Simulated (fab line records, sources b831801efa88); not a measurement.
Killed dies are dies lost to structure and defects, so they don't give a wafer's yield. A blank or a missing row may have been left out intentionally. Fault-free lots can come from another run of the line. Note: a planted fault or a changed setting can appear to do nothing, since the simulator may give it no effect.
Which tool was responsible? / flow sky130 / 18 wafers from 6 lots sampled at 4 of the route's 708 steps

## WHAT THE GAUGES READ, wafer by wafer
SKY_METAL2_OVL_MEAS_16.
lot=L416; measured=day 36 21:25; on=overlay-02; METAL2_OVL (nm)=11 0 18
lot=L418; measured=day 37 10:21; on=overlay-01; METAL2_OVL (nm)=0 7 10
lot=L420; measured=day 38 10:14; on=overlay-01; METAL2_OVL (nm)=-2 5 7
lot=L423; measured=day 39 11:23; on=overlay-01; METAL2_OVL (nm)=-1 -6 0
lot=L431; measured=day 41 14:47; on=overlay-01; METAL2_OVL (nm)=0 -4 11
lot=L434; measured=day 42 10:11; on=overlay-02; METAL2_OVL (nm)=3 7 6

## EACH LOT AND THE TOOL THAT RAN IT (in order: tool; ch and the chambers of the sampled wafers; start)
lot=L416; SKY_NWELL_COAT_18=lithoTrack-03 ch 0, day 6 02:41; SKY_NWELL_STRIP_25=plasmaAsher-01 ch 0,1, day 6 11:51; SKY_METAL1_SPUTTER_04=pvdSputter-04, day 33 10:47
lot=L418; SKY_NWELL_COAT_18=lithoTrack-02 ch 0, day 6 14:41; SKY_NWELL_STRIP_25=plasmaAsher-02 ch 0,1, day 7 00:40; SKY_METAL1_SPUTTER_04=pvdSputter-02, day 34 01:14
lot=L420; SKY_NWELL_COAT_18=lithoTrack-03 ch 0, day 7 09:25; SKY_NWELL_STRIP_25=plasmaAsher-02 ch 0,1, day 7 19:22; SKY_METAL1_SPUTTER_04=pvdSputter-04, day 35 02:24
lot=L423; SKY_NWELL_COAT_18=lithoTrack-02 ch 0, day 7 19:43; SKY_NWELL_STRIP_25=plasmaAsher-04 ch 0,1, day 8 06:32; SKY_METAL1_SPUTTER_04=pvdSputter-01, day 36 03:16
lot=L431; SKY_NWELL_COAT_18=lithoTrack-04 ch 0, day 10 01:11; SKY_NWELL_STRIP_25=plasmaAsher-04 ch 0,1, day 10 12:32; SKY_METAL1_SPUTTER_04=pvdSputter-02, day 38 09:50
lot=L434; SKY_NWELL_COAT_18=lithoTrack-04 ch 0, day 10 23:57; SKY_NWELL_STRIP_25=plasmaAsher-02 ch 0,1, day 11 11:38; SKY_METAL1_SPUTTER_04=pvdSputter-01, day 39 06:14
- SKY_NWELL_COAT_18: resist thk 3000 nm.
- SKY_NWELL_STRIP_25: strips in O2/N2.
- SKY_METAL1_SPUTTER_04: material TiN, target thk 70 nm, time 58.3 s.

## THE ANSWER, worked out from the rows above alone
Rule: what is usual is taken from the lots themselves. Put in order of their means at a reading, lots are off if they are a third of the lots or fewer, leave a main group of 4 or more, and stand apart from it by a gap of 3 or more times the standard deviation of the main group's means; of several such gaps the widest counts. The tables above print the reading to a certain number of digits; a main group whose means all agree to those digits is not used. A lot without any number at a reading at which 4 lots or more have one is off too. Where the step has rows for the other lots, those lots are counted as sound.
No lot is off on any of the readings shown, so nothing can be concluded from this.

## WHAT HAD BEEN PUT IN BY THE SIMULATOR
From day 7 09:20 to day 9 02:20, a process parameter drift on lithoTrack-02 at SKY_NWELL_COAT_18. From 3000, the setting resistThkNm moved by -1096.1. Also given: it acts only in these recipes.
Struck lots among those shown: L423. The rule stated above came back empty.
